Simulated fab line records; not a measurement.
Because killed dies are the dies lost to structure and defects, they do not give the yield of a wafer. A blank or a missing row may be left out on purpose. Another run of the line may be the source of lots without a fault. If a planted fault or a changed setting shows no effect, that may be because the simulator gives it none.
Matching of chambers -- flow gf180mcu -- 4 sister chambers for GF_V1_CMP_26 on cmp-01
The step polishes, stops on SiO2, t overpolish 15 s, target thk 0 nm. 8 wafers are shown with their chamber, then 7 later ones without.

WAFERS, EACH WITH ITS CHAMBER
wafer,chamber,motor current A (A),time to endpoint s (s)
L295.4,2,11.8,85
L295.5,3,10.5,85
L295.6,0,10.6,89
L297.2,1,11.2,84
L297.3,0,11.3,87
L297.5,3,10.4,83
L299.1,1,11.1,85
L299.4,2,12.0,90

WAFERS WHOSE CHAMBER IS MISSING
wafer,motor current A (A),time to endpoint s (s)
L299.6,11.0,87
L305.3,11.6,90
L305.4,11.1,89
L305.6,11.4,87
L306.3,12.3,88
L306.4,10.5,90
L306.5,11.9,86

CHAMBER TAKEN BY EACH
wafer,from the rows above,in truth
L299.6,can't be placed: 0 or 1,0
L305.3,can't be placed: 2 or 0 or 1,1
L305.4,can't be placed: 0 or 1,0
L305.6,can't be placed: 1 or 0 or 2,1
L306.3,2,2
L306.4,can't be placed: 0 or 3 or 1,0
L306.5,2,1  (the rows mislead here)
Correctly placed: 1 of 7. Unplaceable from these rows: 5, with the true chamber sitting among the candidates in 5. 1 placed wrongly.
How it was worked out, from the rows above alone: a wafer's distance from a chamber is the root of the sum, over the readings, of the square of ((its reading less the chamber's mean) divided by the reading's scatter). If the next closest chamber is less than 2 further off than the closest, the wafer can't be placed; otherwise it belongs to the closest. Each chamber's mean is taken over the wafers shown for it. The scatter: the root of (the sum of the squares of (reading less its chamber's mean) over the shown wafers, divided by (wafers less chambers)).
